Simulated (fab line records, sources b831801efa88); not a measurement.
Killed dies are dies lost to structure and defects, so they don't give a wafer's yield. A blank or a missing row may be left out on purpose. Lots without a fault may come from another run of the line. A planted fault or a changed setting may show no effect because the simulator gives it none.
A struck lot beside a sound one | flow gf180mcu | 18 steps out of a route of 602
Sound: wafers L515.3, L515.5, L515.6. Struck: wafer L512.3. (L512.2, L512.5 of the same lot were not struck and are left out.) The cause comes at the end.
At each step with rows: each side's tool, then ch and its chambers, then its first start. Under that, the readings that differ: sound wafers | struck wafers | difference of the means | sigmas: that difference in standard deviations of wafers without a fault.
alike: readings whose means differ by less than 2 such deviations, and words and numbers that are the same on both sides. not compared: withheld readings, readings that some wafer has no value for, bounds like >300 that may hide the same value, and numbers for which the record gives no deviation and whose values overlap.
The two part at a step that has a row with sigmas, a row that says differs or no value, or rows on one side only. Numbers that don't overlap but have no deviation are shown without sigmas and don't part them. A reading that every wafer of one side lacks parts them only if that side has two wafers or more.

first, 3 steps without rows for these wafers: GF_V2_EXPOSE_11 (exposes mask Via2, target cd 260 nm); GF_V2_PEB_12 (peb time 90 s); GF_V2_DEVELOP_13 (develop time 60 s).
GF_V2_CD_MEAS_14: target cd 260 nm.
  sound on cd_sem-02, day 26 02:08; struck on cd_sem-02, day 25 03:32
  alike: cd_nm
GF_V2_OVL_MEAS_15:
  sound on overlay-02, day 26 02:13; struck on overlay-02, day 25 03:38
  alike: V2_OVL
GF_V2_ETCH_16: etches BARC in N2/H2.
  sound on rie_diel-02 ch 1,2,3, day 26 02:15; struck on rie_diel-02 ch 0, day 25 03:40
  alike: drypump_motor_current_A, oes_product_au, throttle_valve_pct
GF_V2_ETCH_17: etches SiO2 in C4F8/O2/Ar, stops on TiN, target depth 630 nm.
  sound on rie_diel-02 ch 1,2,3; struck on rie_diel-02 ch 0
  alike: oes_product_au
GF_V2_STRIP_18: strips in O2/N2.
  sound on plasma_asher-03 ch 0,1, day 26 02:25; struck on plasma_asher-03 ch 0, day 25 03:48
  reading               | sound             | struck | difference | sigmas
  oes_product_au (a.u.) | 0.592 0.597 0.590 | 0.581  | -0.012     | -2
  alike: drypump_motor_current_A, heater_power_w
  not compared: rf_hours_counter_h
then, 3 steps without rows for these wafers: GF_V2_STRIP_19 (strips in post etch residue remover, time 1200 s); GF_V2_CLEAN_20 (cleans in DIW); GF_V2_SPUTTER_21 (material Ti, target thk 15 nm, time 80.02 s).
GF_V2_SPUTTER_22: material TiN, target thk 10 nm, time 40 s.
  sound on pvd_sputter-01, day 26 02:58; struck on pvd_sputter-02, day 25 04:23
  alike: throttle_valve_pct
GF_V2_CVD_23: deposits W, target thk 350 nm, time 104.94 s.
  sound on cvd_w-01 ch 0,1, day 26 03:03; struck on cvd_w-02 ch 1, day 25 04:26
  reading                          | sound             | struck | difference | sigmas
  model.W_of_V2_CVD_23.thk_nm (nm) | 354.7 354.9 356.1 | 234.7  | -120.5     |
  alike: heater_power_w
  not compared: since_wet_clean_h
GF_V2_RS_MEAS_24: measures by four-point-probe.
  sound on film_metro-02, day 26 03:10; struck on film_metro-03, day 25 04:34
  reading          | sound             | struck | difference | sigmas
  V2_W_RS (ohm/sq) | 0.322 0.323 0.321 | 0.490  | +0.168     | +54
GF_V2_THK_MEAS_25: measures by xrf.
  sound on film_metro-02, day 26 03:16; struck on film_metro-03, day 25 04:40
  reading       | sound       | struck | difference | sigmas
  V2_W_THK (nm) | 352 353 352 | 233    | -119       | -25
GF_V2_CMP_26: polishes, stops on SiO2, t overpolish 15 s, target thk 0 nm.
  sound on cmp-01 ch 0,2,3, day 26 03:24; struck on cmp-01 ch 0, day 25 04:50
  reading                | sound    | struck | difference | sigmas
  time_to_endpoint_s (s) | 86 82 96 | 47     | -41        | -9
  alike: motor_current_A
GF_M3_SPUTTER_00: material Ti, target thk 37.5 nm, time 150 s.
  sound on pvd_sputter-04, day 26 03:36; struck on pvd_sputter-02, day 25 05:02
  alike: throttle_valve_pct
then, 1 step without rows for these wafers: GF_PASSIVATION_PROBE_99.

WHERE THEY PART
First at GF_V2_STRIP_18; last, within this record, at GF_V2_CMP_26. Later steps at which nothing parts them and some readings are alike: GF_M3_SPUTTER_00.

WHY: what the simulator had put in
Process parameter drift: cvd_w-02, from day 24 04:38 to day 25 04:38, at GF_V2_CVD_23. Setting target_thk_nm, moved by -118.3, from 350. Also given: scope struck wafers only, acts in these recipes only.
